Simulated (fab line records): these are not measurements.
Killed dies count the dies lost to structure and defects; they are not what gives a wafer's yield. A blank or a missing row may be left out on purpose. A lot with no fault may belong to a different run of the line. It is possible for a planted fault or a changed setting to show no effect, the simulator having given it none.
Chamber matching | flow sky130 | SKY_CAPM_CVD_00 on pecvd-03 has 3 sister chambers
The step deposits SiO2, target thk 15.5 nm. 22 wafers are shown with their chamber, then 11 later ones without.

== WAFERS, EACH WITH ITS CHAMBER ==
wafer  | chamber | heater power w (W)
L075.3 | 1       | 625
L075.4 | 2       | 604
L075.6 | 0       | 684
L078.2 | 2       | 679
L078.3 | 0       | 724
L078.5 | 2       | 680
L079.2 | 0       | 692
L079.3 | 1       | 675
L079.5 | 2       | 612
L083.2 | 2       | 679
L083.4 | 2       | 698
L083.5 | 1       | 702
L084.1 | 1       | 725
L084.3 | 2       | 606
L084.5 | 1       | 732
L085.3 | 1       | 662
L085.5 | 2       | 545
L085.6 | 0       | 733
L089.1 | 0       | 643
L089.3 | 2       | 597
L089.6 | 0       | 632
L090.2 | 0       | 698

SIGNATURES, as means of the wafers listed above
reading        | chamber 0 | chamber 1 | chamber 2 | scatter within a chamber
heater power w | 686.57    | 686.83    | 633.33    | 45.1
Rule: a wafer's distance from a chamber is the root of the sum, over the readings, of the square of ((its reading less the chamber's mean) divided by the reading's scatter). If the next closest chamber is less than 2 further off than the closest, the wafer can't be placed; otherwise it belongs to the closest. The scatter: take each reading less its chamber's mean, square it, sum over the shown wafers, divide by the number of wafers less the number of chambers, and take the root.

== WAFERS MISSING THEIR CHAMBER ==
wafer  | heater power w (W)
L090.4 | 737
L090.5 | 600
L092.3 | 616
L092.4 | 608
L092.6 | 698
L094.4 | 585
L094.5 | 779
L094.6 | 561
L096.2 | 759
L096.3 | 688
L096.6 | 651

== WHICH CHAMBER EACH WENT THROUGH ==
wafer  | from the rows above          | in truth
L090.4 | can't be placed: 1 or 0 or 2 | 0
L090.5 | can't be placed: 2 or 0 or 1 | 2
L092.3 | can't be placed: 2 or 0 or 1 | 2
L092.4 | can't be placed: 2 or 0 or 1 | 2
L092.6 | can't be placed: 1 or 0 or 2 | 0
L094.4 | can't be placed: 2 or 0 or 1 | 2
L094.5 | can't be placed: 1 or 0 or 2 | 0
L094.6 | can't be placed: 2 or 0 or 1 | 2
L096.2 | can't be placed: 1 or 0 or 2 | 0
L096.3 | can't be placed: 1 or 0 or 2 | 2
L096.6 | can't be placed: 2 or 0 or 1 | 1
0 of 11 placed correctly. Cannot be placed on the basis of these rows: 11; the candidates contain the true chamber in 11. Wrongly placed: 0.
